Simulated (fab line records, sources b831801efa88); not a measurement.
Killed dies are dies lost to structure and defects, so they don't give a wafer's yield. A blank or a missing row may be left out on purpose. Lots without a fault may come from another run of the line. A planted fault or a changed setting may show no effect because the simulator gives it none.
fab line records | flow gf180mcu
record lots=6 wafers=18 last_day=34
route steps=602 shown NWELL@48 LVPWELL@54
lots that met no fault: from a run of the same line without faults
start_h: hours from the record's first day to the start of the lot's first wafer shown | wait_h: hours since the lot's step before | " the same as in the row above | L1.1+2: a row that stands for several wafers | - no value, or no start given | * or withheld: withheld | < > ~ a bound
route shown NAME@n: a module of which the file shows steps, and the number in the route of the first | usual: mean/standard deviation of fault-free wafers | same: alike in all rows | chamber/n: place in a boat | sites: the reading at each site | _std_site: their standard deviation | _edge_site: outer sites' mean less inner sites' | radius_mm: how far each site lies from the wafer's centre | mask NAME#n: copy n | behind: the tool/chamber that last shaped the wafer | hold: why the lot was held/for how many hours/how that ended | device: the transistor (n, p or np) that didn't switch | end of line: the same wafers' tests at the end of the route | a step without rows: its recipe alone | killed: dies lost to structure and defects at the first sort, not the wafer's yield | map: a wafer's dies, x killed, . not, _ none there
set.NAME: the setting as run; set.NAME@STEP: as run at that earlier step | model.NAME: the simulator's own value behind a step, which no gauge read
lots at some steps of the route; a table a step, a row a wafer
services: from which hour (start_h, from the record's first day; less than 0 if before it) a tool's chamber was out of use, for how many hours, and why
## steps
# step GF_NWELL_DEVELOP_06
# recipe wall_angle_deg=90 develop_time_s=60 dev_temp_c=23
# step GF_NWELL_OVL_MEAS_07
# usual NWELL_OVL=0.9/1.5
# columns lot.wafer tool chamber start_h wait_h NWELL_OVL[nm]
L860.2 overlay-01 - 66.57 - 0.0
L860.4 " - " " 2.6
L860.5 " - " " 1.0
L867.2 overlay-02 - 105.69 - 0.9
L867.4 " - " " 2.6
L867.5 " - " " 2.8
L877.1 overlay-02 - 163.71 - -0.3
L877.2 " - " " -0.3
L877.3 " - " " 0.5
L878.1 overlay-01 - 167.13 - 2.7
L878.2 " - " " 1.9
L878.3 " - " " 1.2
L879.2 overlay-02 - 174.77 - -1.0
L879.3 " - " " -1.4
L879.6 " - " " -0.7
L881.2 overlay-01 - 180.57 - -0.1
L881.4 " - " " -1.4
L881.6 " - " " -2.3
# step GF_NWELL_IMPLANT_08
# recipe species=P energy_kev=450 dose_cm2=1.5e+13 tilt_deg=0
# step GF_NWELL_IMPLANT_09
# recipe species=P energy_kev=161.9 dose_cm2=4e+12 tilt_deg=0
# step GF_NWELL_STRIP_10
# recipe chemistry=O2/N2 power_w=1400 pressure_mtorr=1500 platen_temp_c=250 o2_flow_sccm=3000 n2_flow_sccm=300 overash_fraction=0.5
# usual drypump_motor_current_A=5.49/0.28 heater_power_w=310/18 oes_product_au=0.723/0.0043 strip_time_to_endpoint_s=36.95/0.12
# columns lot.wafer tool chamber start_h wait_h drypump_motor_current_A heater_power_w oes_product_au rf_hours_counter_h strip_time_to_endpoint_s
L860.2 plasma_asher-04 0 66.90 0.1 5.49 327 0.719 28 36.88
L860.4 " 0 " " 5.50 317 0.725 - 36.98
L860.5 " 0 " " 5.48 326 0.728 - 37.04
L867.2 plasma_asher-04 0 106.02 0.1 5.49 321 0.725 32 37.03
L867.4 " 0 " " 5.50 318 0.722 - 37.05
L867.5 " 0 " " 5.49 319 0.715 - 36.93
L877.1 plasma_asher-04 0 164.04 0.1 5.49 317 0.716 39 36.94
L877.2 " 1 " " 5.40 295 0.732 39 36.99
L877.3 " 0 " " 5.49 313 0.722 - 36.98
L878.1 plasma_asher-04 1 167.47 0.1 5.39 287 0.736 40 37.06
L878.2 " 0 " " 5.50 328 0.723 40 37.18
L878.3 " 0 " " 5.49 326 0.725 - 37.20
L879.2 plasma_asher-01 0 175.10 0.1 5.25 318 0.724 53 37.06
L879.3 " 1 " " 6.06 313 0.728 - 37.13
L879.6 " 1 " " 6.03 318 0.725 - 37.19
L881.2 plasma_asher-02 1 180.90 0.1 4.94 360 0.721 7 36.88
L881.4 " 1 " " 4.92 356 0.722 - 36.74
L881.6 " 1 " " 4.95 353 0.720 - 36.88
# step GF_NWELL_TW_MEAS_11
# usual NWELL_TW=1577/7.8
# columns lot.wafer tool chamber start_h wait_h NWELL_TW
L860.2 film_metro-02 - 67.01 0.1 1575
L860.4 " - " " 1573
L860.5 " - " " 1580
L867.2 film_metro-02 - 106.13 0.1 1585
L867.4 " - " " 1586
L867.5 " - " " 1585
L877.1 film_metro-02 - 164.14 0.1 1581
L877.2 " - " " 1588
L877.3 " - " " 1580
L878.1 film_metro-01 - 167.57 0.1 1583
L878.2 " - " " 1577
L878.3 " - " " 1573
L879.2 film_metro-01 - 175.21 0.1 1581
L879.3 " - " " 1585
L879.6 " - " " 1575
L881.2 film_metro-03 - 181.01 0.1 1580
L881.4 " - " " 1576
L881.6 " - " " 1571
# step GF_LVPWELL_DEHYDRATE_00
# recipe temp_c=200 time_s=60
# step GF_LVPWELL_HMDS_01
# recipe prime_time_s=60 prime_temp_c=120
# step GF_LVPWELL_COAT_02
# recipe spin_rpm=2000 resist_thk_nm=3000
# step GF_LVPWELL_SOFTBAKE_03
# recipe temp_c=110 time_s=withheld
# step GF_LVPWELL_EXPOSE_04
# recipe mask_id=LVPWELL target_cd_nm=600 na=0.6 source_shape=conventional sigma_outer=0.6 dose_mj=260
# step GF_LVPWELL_PEB_05
# recipe temp_c=115 time_s=withheld
# step GF_LVPWELL_DEVELOP_06
# recipe wall_angle_deg=90 develop_time_s=60 dev_temp_c=23
# usual chill_plate_temp_C=23.00/0.1 develop_time_s=60/0
# columns lot.wafer tool chamber start_h wait_h chill_plate_temp_C develop_time_s
L860.2 litho_track-02 0 80 - 22.87 60
L860.4 " 0 " " 22.86 60
L860.5 " 0 " " 22.97 60
L867.2 litho_track-03 0 118 - 22.84 60
L867.4 " 0 " " 22.84 60
L867.5 " 0 " " 22.88 60
L877.1 litho_track-01 - 180 - - -
L877.2 " - " " - -
L877.3 " - " " - -
L878.1 litho_track-03 - 183 - - -
L878.2 " - " " - -
L878.3 " - " " - -
L879.2 litho_track-03 0 191 - 23.10 60
L879.3 " 0 " " 22.96 60
L879.6 " 0 " " 22.97 60
L881.2 litho_track-01 0 197 - 23.13 60
L881.4 " 0 " " 23.18 60
L881.6 " 0 " " 23.05 60
# step GF_LVPWELL_OVL_MEAS_07
# usual LVPWELL_OVL=-0.5/1.3
# columns lot.wafer tool chamber start_h wait_h LVPWELL_OVL[nm]
L860.2 overlay-02 - 80.14 - 2.1
L860.4 " - " " 1.1
L860.5 " - " " 0.2
L867.2 overlay-02 - 119.03 - -2.2
L867.4 " - " " -0.9
L867.5 " - " " -0.5
L877.1 overlay-02 - 180.16 - -
L877.2 " - " " -
L877.3 " - " " -
L878.1 overlay-01 - 183.97 - -
L878.2 " - " " -
L878.3 " - " " -
L879.2 overlay-01 - 191.93 - -2.8
L879.3 " - " " -2.2
L879.6 " - " " -3.2
L881.2 overlay-02 - 197.66 - 1.3
L881.4 " - " " 0.1
L881.6 " - " " 2.5
## services
# columns tool chamber start_h hours kind
plasma_asher-01 - 102.06 2.0 repair
plasma_asher-02 - 108.75 9.0 pm
plasma_asher-02 0 108.75 9.0 vent_cycle
plasma_asher-02 1 108.75 9.0 vent_cycle
plasma_asher-02 0 117.75 - clean
plasma_asher-02 1 117.75 - clean
plasma_asher-04 - 175.22 4.3 pm
plasma_asher-02 - 192.34 2.3 repair
## key
first_sign step=GF_LVPWELL_DEVELOP_06 reading=tool_record direction=missing
effect none on later readings
met_at GF_LVPWELL_DEVELOP_06
struck_wafers L877.1,L877.2,L877.3,L878.1,L878.2,L878.3
sort_left_out L877.1,L877.2,L877.3,L878.1,L878.2,L878.3
tester_left_out L877,L878
onset_between 118 180
fault kind=skipped_step_whole tool=litho_track-01,litho_track-03 chamber=- onset_h=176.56 steps=GF_LVPWELL_DEVELOP_06 scope=struck_lots_only
# tester_left_out: of these lots the tester's yield and bins aren't shown, on N5 and GAA mostly nor the transistor test; their killed dies are dies lost to structure and defects alone, not to doping, threshold or leakage, so they don't give the yield
# sort_left_out: the simulated sort isn't trusted on such a fault, so these wafers' sort isn't shown, and their yield isn't known
